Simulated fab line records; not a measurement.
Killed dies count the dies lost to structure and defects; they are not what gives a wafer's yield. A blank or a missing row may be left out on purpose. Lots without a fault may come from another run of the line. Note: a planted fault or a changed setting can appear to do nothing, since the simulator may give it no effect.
2 desks looking at one fault -- flow sky130 -- each desk has only its own numbers; what lay behind them comes last

TOOL OWNER'S DESK, implanter-03
SKY_GATE_OXIDE_IMPLANT_11, tool's own readings: per-lot mean of the sampled wafers with a number, covering each lot this tool ran. Marked OUT: a lot whose mean sits more than 4 standard deviations from the usual mean, which makes it out of limits; the brackets give that distance.
Columns: A = beamEnergyKeV at SKY_GATE_OXIDE_IMPLANT_11, usual 10.000
lot,first seen here,A
L641,day 16 07:21,9.329 (-99 or more) OUT
L642,day 16 19:34,9.326 (-99 or more) OUT
L649,day 19 14:54,10.004
This desk finds L641, L642 out of limits, L641 being first, at day 16 07:21 (beamEnergyKeV at SKY_GATE_OXIDE_IMPLANT_11). In limits: L649.

FROM THE METROLOGY DESK
Means of the sampled wafers that have a number, per lot and without regard to the tool the lot ran on: this is what the gauges read. Marked OUT: a lot whose mean sits more than 4 standard deviations from the usual mean, which makes it out of limits; the brackets give that distance.
Columns: A = GATE_OXIDE_OXIDATION_00_THK at SKY_GATE_OXIDE_THK_MEAS_02, usual 10.23 nm; B = GATE_OXIDE_OVL at SKY_GATE_OXIDE_OVL_MEAS_10, usual -1.0 nm
lot,first seen here,A,B
L641,day 15 04:02,10.42,-1.3
L642,day 15 15:23,10.00,-3.5
L643,day 16 09:31,9.96,-3.4
L649,day 18 08:11,10.32,1.1
L650,day 18 09:35,10.65,0.5
L657,day 20 18:23,10.27,-2.7
This desk's verdict: no lot among the 6 shows anything out of limits.

TAKEN TOGETHER
On L641, L642, at day 16 07:21, an alarm was possible from the tool owner's desk.
The metrology desk saw nothing out of limits.
The metrology desk has L641, L642 on record, within its limits.
SKY_GATE_OXIDE_IMPLANT_11 was run on implanter-03 by each of the lots named.

WHAT THE SIMULATOR PUT IN
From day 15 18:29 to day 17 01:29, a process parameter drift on implanter-03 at SKY_GATE_OXIDE_IMPLANT_11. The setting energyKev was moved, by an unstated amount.
Lots struck among those shown: L641, L642.
Each desk's first reading out of limits, in hours after the fault started: the tool owner's desk, 13.
